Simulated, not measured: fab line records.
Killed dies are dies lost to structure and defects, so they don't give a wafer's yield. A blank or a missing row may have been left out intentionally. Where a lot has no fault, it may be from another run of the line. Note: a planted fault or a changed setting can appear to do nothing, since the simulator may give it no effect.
Which of the tools did it?	flow sfqLine	7 lots with 21 wafers sampled at 3 steps, on a route of 325 steps

== WHAT THE GAUGES READ, wafer by wafer ==
SFQ_M4_RS_MEAS_924: measurement is done with a four-point probe.
lot	measured	on	M4_NB_RS (ohm/sq)
L697	day 46 16:53	filmMetro-04	0.894 0.890 0.894
L700	day 48 02:26	filmMetro-01	0.893 0.886 0.886
L702	day 48 13:27	filmMetro-04	0.875 0.884 0.880
L708	day 50 22:15	filmMetro-03	0.879 0.874 0.881
L710	day 51 08:28	filmMetro-03	0.892 0.888 0.893
L712	day 51 18:04	filmMetro-04	0.877 0.876 0.891
L714	day 52 19:20	filmMetro-03	0.889 0.893 0.891

== EACH LOT AND THE TOOL THAT RAN IT (in order: tool; ch and the chambers of the sampled wafers; start) ==
lot	SFQ_TRILAYER_I1_VIA_BARC_OPEN_VIA_ETCH_071	SFQ_TRILAYER_M4_DEP_SPUTTER_091
L697	rieDiel-04 ch 1,3, day 28 05:30	pvdSputter-04, day 46 16:47
L700	rieDiel-04 ch 0,1, day 28 11:30	pvdSputter-05, day 48 02:19
L702	rieDiel-04 ch 1,2, day 29 18:11	pvdSputter-05, day 48 13:20
L708	rieDiel-04 ch 0,2,3, day 32 06:25	pvdSputter-04, day 50 22:10
L710	rieDiel-02 ch 0,1, day 32 17:13	pvdSputter-04, day 51 08:22
L712	rieDiel-02 ch 0,1,2, day 33 10:25	pvdSputter-03, day 51 17:58
L714	rieDiel-04 ch 0,1, day 35 01:59	pvdSputter-05, day 52 19:13
- SFQ_TRILAYER_I1_VIA_BARC_OPEN_VIA_ETCH_071: etches BARC in O2, target depth 125 nm, time 41.7 s.
- SFQ_TRILAYER_M4_DEP_SPUTTER_091: material Nb, target thk 200 nm, time 133.3 s.

== THE ANSWER, worked out from the rows above alone ==
Rule: the usual values come from the lots themselves. Put in order of their means at a reading, lots are off if they are a third of the lots or fewer, leave a main group of 4 or more, and stand apart from it by a gap of 3 or more times the standard deviation of the main group's means; of several such gaps the widest counts. Not used: any main group whose means are identical at the precision the tables above print for the reading. Also off: a lot with no number at a reading for which 4 or more lots have one. Where the step has rows for the other lots, those lots are counted as sound.
Nothing can be told from this: no lot is off at any reading shown.

== WHAT THE SIMULATOR HAD PUT IN ==
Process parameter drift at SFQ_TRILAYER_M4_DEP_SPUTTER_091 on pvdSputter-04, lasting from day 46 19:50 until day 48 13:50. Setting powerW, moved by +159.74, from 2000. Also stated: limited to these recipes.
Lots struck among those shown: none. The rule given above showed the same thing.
